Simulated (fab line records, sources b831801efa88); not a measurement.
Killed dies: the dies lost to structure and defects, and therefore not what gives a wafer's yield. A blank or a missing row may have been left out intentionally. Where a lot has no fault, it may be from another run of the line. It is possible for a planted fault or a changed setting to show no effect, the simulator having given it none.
Chamber matching -- flow gf180mcu -- 3 sister chambers for GF_PASSIVATION_CVD_02 on pecvd-02
The step deposits Si3N4, target thk 700 nm, time 486.18 s. 24 wafers are shown with their chamber, then 12 later ones without.

== WAFERS PAIRED WITH THEIR CHAMBERS ==
wafer,chamber,heater_power_w (W)
L077.1,0,711
L077.2,2,581
L077.4,2,464
L078.3,1,661
L078.5,1,689
L078.6,2,567
L081.2,1,708
L081.3,2,491
L081.6,0,749
L082.1,0,828
L082.2,1,682
L082.5,0,856
L084.1,2,545
L084.3,1,721
L084.5,2,576
L085.1,2,489
L085.3,0,823
L085.5,1,686
L086.1,2,557
L086.3,1,697
L086.4,0,701
L090.1,2,560
L090.4,0,873
L090.6,2,470

SIGNATURES (averages over the wafers above)
reading,chamber 0,chamber 1,chamber 2,scatter within a chamber
heater_power_w,791.57,692.00,530.00,49.2
Rule: for a wafer and a chamber, the distance is found by dividing, reading by reading, the gap between the wafer's reading and the chamber's mean by the reading's scatter, squaring, summing and taking the root. If the next closest chamber is less than 2 further off than the closest, the wafer can't be placed; otherwise it belongs to the closest. How the scatter is found: for the shown wafers, subtract from each reading the mean of its chamber, square and add these, divide the total by (wafers less chambers), then take the root.

== WAFERS WITH NO CHAMBER GIVEN ==
wafer,heater_power_w (W)
L092.1,559
L092.3,804
L092.4,846
L093.2,644
L093.3,537
L093.4,558
L096.1,666
L096.4,697
L096.6,816
L097.2,799
L097.5,528
L097.6,825

== EACH ONE'S CHAMBER ==
wafer,from the rows above,in truth
L092.1,2,2
L092.3,0,0
L092.4,0,0
L093.2,can't be placed: 1 or 2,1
L093.3,2,2
L093.4,2,2
L096.1,1,1
L096.4,can't be placed: 1 or 0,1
L096.6,0,0
L097.2,0,0
L097.5,2,2
L097.6,0,0
Correct placement for 10 of the 12. These rows do not allow placing 2 (true chamber among the candidates in 2). Wrongly placed: 0.
